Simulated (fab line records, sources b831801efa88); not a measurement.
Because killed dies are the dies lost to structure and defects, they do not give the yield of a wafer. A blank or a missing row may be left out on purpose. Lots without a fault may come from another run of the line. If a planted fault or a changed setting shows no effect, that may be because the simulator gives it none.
Which tool is to blame? + flow gf180mcu + 39 wafers from 13 lots sampled at 3 of the route's 602 steps

## WHAT EACH GAUGE READ, for each wafer
GF_CONTACT_CD_MEAS_14: the cd target is 220 nm. Usual: cd-nm 220.6 nm, standard deviation 1.2.
| lot  | measured     | on        | cd-nm (nm)        | flag |
|------|--------------|-----------|-------------------|------|
| L144 | day 16 23:40 | cd-sem-01 | 218.4 218.9 218.4 |      |
| L143 | day 17 02:53 | cd-sem-01 | 220.9 221.1 221.3 |      |
| L145 | day 17 16:10 | cd-sem-02 | 220.6 219.6 219.3 |      |
| L153 | day 20 17:27 | cd-sem-01 | 176.3 176.3 175.8 | OFF  |
| L154 | day 21 05:59 | cd-sem-01 | 220.6 220.2 219.8 |      |
| L156 | day 21 21:49 | cd-sem-01 | 219.6 220.4 221.8 |      |
| L158 | day 22 12:55 | cd-sem-01 | 220.3 221.3 220.0 |      |
| L157 | day 22 15:27 | cd-sem-02 | 219.6 217.9 218.6 |      |
| L159 | day 23 01:41 | cd-sem-01 | 220.8 220.0 220.1 |      |
| L160 | day 23 09:37 | cd-sem-01 | 218.9 221.5 221.6 |      |
| L162 | day 23 13:06 | cd-sem-01 | 222.5 220.2 221.7 |      |
| L161 | day 23 15:12 | cd-sem-01 | 221.5 221.5 220.4 |      |
| L163 | day 24 02:51 | cd-sem-02 | 221.6 221.8 221.9 |      |

## WHAT TOOL EACH LOT RAN ON (gives the tool, then ch and the chambers of the sampled wafers, and finally the start)
| lot  | GF_SAB_CVD_00                   | GF_CONTACT_EXPOSE_11              |
|------|---------------------------------|-----------------------------------|
| L144 | pecvd-03 ch 0,1,2, day 15 02:24 | krf-scanner-02 ch 0, day 16 12:34 |
| L143 | pecvd-03 ch 1,2, day 15 05:18   | krf-scanner-02 ch 0, day 16 15:32 |
| L145 | pecvd-04 ch 0,1,2, day 15 17:12 | krf-scanner-02 ch 0, day 17 05:16 |
| L153 | pecvd-04 ch 0,1,2, day 18 16:20 | krf-scanner-01 ch 0, day 20 06:04 |
| L154 | pecvd-02 ch 0,1,2, day 19 05:03 | krf-scanner-01 ch 0, day 20 18:12 |
| L156 | pecvd-03 ch 0,2, day 19 20:28   | krf-scanner-01 ch 0, day 21 10:16 |
| L158 | pecvd-03 ch 0,1, day 20 12:29   | krf-scanner-02 ch 0, day 22 01:07 |
| L157 | pecvd-02 ch 0,1,2, day 20 14:59 | krf-scanner-02 ch 0, day 22 03:27 |
| L159 | pecvd-02 ch 1,2, day 21 01:54   | krf-scanner-02 ch 0, day 22 14:41 |
| L160 | pecvd-02 ch 0,1,2, day 21 08:53 | krf-scanner-01 ch 0, day 22 22:00 |
| L162 | pecvd-04 ch 0,1,2, day 21 13:17 | krf-scanner-02 ch 0, day 23 01:26 |
| L161 | pecvd-03 ch 0,1,2, day 21 17:14 | krf-scanner-01 ch 0, day 23 04:29 |
| L163 | pecvd-02 ch 0,1,2, day 22 04:32 | krf-scanner-02 ch 0, day 23 16:40 |
- GF_SAB_CVD_00: deposits SiO2 from TEOS, target thk 50 nm, time 4.9302 s.
- GF_CONTACT_EXPOSE_11: exposes mask Contact, target cd 220 nm.

## AS READ BY THE TOOLS THEMSELVES (means over the sampled wafers that have a number; for cases with no such wafer, the mark the record gives instead)
GF_SAB_CVD_00. Usual: heater-power-w 634 W, standard deviation 68.
| lot  | tool     | heater-power-w (W) | flag |
|------|----------|--------------------|------|
| L144 | pecvd-03 | 619                |      |
| L143 | pecvd-03 | 640                |      |
| L145 | pecvd-04 | 620                |      |
| L153 | pecvd-04 | 581                |      |
| L154 | pecvd-02 | 659                |      |
| L156 | pecvd-03 | 614                |      |
| L158 | pecvd-03 | 627                |      |
| L157 | pecvd-02 | 671                |      |
| L159 | pecvd-02 | 662                |      |
| L160 | pecvd-02 | 674                |      |
| L162 | pecvd-04 | 641                |      |
| L161 | pecvd-03 | 629                |      |
| L163 | pecvd-02 | 646                |      |

## THE ANSWER, worked out from the rows above alone
Rule: a lot is off if the mean of its wafers that have a number lies more than 3 standard deviations from the usual mean. A lot without any number at a reading at which 4 lots or more have one is off too. Where the step has rows for the other lots, those lots are counted as sound. First the gauges in route order, then the tools' own readings, where a lot's mean is used as printed above. At the first step where some lot is off, the reading lying furthest off is the one used; lots without a number count as furthest.
Off: L153 (GF_CONTACT_CD_MEAS_14, cd-nm).
If a tool, at a process step before that reading, ran all the lots that are off and no sound lot after the first of them, it fits. Gauges at GF_CONTACT_CD_MEAS_14: tried the same way as those tools. Of those tried, none fits.

## WHAT THE SIMULATOR HAD INSERTED
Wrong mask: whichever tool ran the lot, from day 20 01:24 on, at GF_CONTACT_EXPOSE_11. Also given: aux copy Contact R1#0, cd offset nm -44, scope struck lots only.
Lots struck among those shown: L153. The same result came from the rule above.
